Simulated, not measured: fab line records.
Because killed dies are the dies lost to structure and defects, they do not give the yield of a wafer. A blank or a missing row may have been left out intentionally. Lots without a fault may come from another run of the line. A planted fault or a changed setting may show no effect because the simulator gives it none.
Matching of chambers / flow gf180mcu / GF_V5_CVD_02 on pecvd-01: 3 sister chambers
The step deposits SiO2 from TEOS, target thk 1450 nm, time 163.28 s. 3 wafers are shown with their chamber, then 11 later ones without.

## WAFERS, EACH WITH ITS CHAMBER
wafer=L084.4; chamber=2; heaterPowerW (W)=615
wafer=L090.1; chamber=1; heaterPowerW (W)=720
wafer=L091.2; chamber=0; heaterPowerW (W)=842

## WAFERS MISSING THEIR CHAMBER
wafer=L091.5; heaterPowerW (W)=791
wafer=L091.6; heaterPowerW (W)=708
wafer=L094.1; heaterPowerW (W)=829
wafer=L094.5; heaterPowerW (W)=799
wafer=L094.6; heaterPowerW (W)=700
wafer=L097.2; heaterPowerW (W)=861
wafer=L097.3; heaterPowerW (W)=814
wafer=L097.6; heaterPowerW (W)=693
wafer=L096.3; heaterPowerW (W)=818
wafer=L096.4; heaterPowerW (W)=677
wafer=L096.5; heaterPowerW (W)=586

## THE CHAMBER EACH PASSED THROUGH
wafer=L091.5; from the rows above=can't be placed: 0 or 1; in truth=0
wafer=L091.6; from the rows above=1; in truth=1
wafer=L094.1; from the rows above=0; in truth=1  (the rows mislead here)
wafer=L094.5; from the rows above=can't be placed: 0 or 1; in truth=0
wafer=L094.6; from the rows above=1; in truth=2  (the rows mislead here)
wafer=L097.2; from the rows above=0; in truth=0
wafer=L097.3; from the rows above=0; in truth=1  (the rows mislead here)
wafer=L097.6; from the rows above=can't be placed: 1 or 2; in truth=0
wafer=L096.3; from the rows above=0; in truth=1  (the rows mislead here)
wafer=L096.4; from the rows above=can't be placed: 1 or 2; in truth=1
wafer=L096.5; from the rows above=2; in truth=2
Correctly placed: 3 of 11. Can't be placed from these rows: 4 (the true chamber is among the candidates in 3). Placed wrongly: 4.
How it was worked out, from the rows above alone: a wafer's distance from a chamber is the root of the sum, over the readings, of the square of ((its reading less the chamber's mean) divided by the reading's scatter). If the next closest chamber is less than 2 further off than the closest, the wafer can't be placed; otherwise it belongs to the closest. For every chamber, the mean is computed from those of its wafers that are shown. The scatter: with one shown wafer a chamber, the root of the mean of the squares of how far each hidden wafer lies from its nearest shown one.
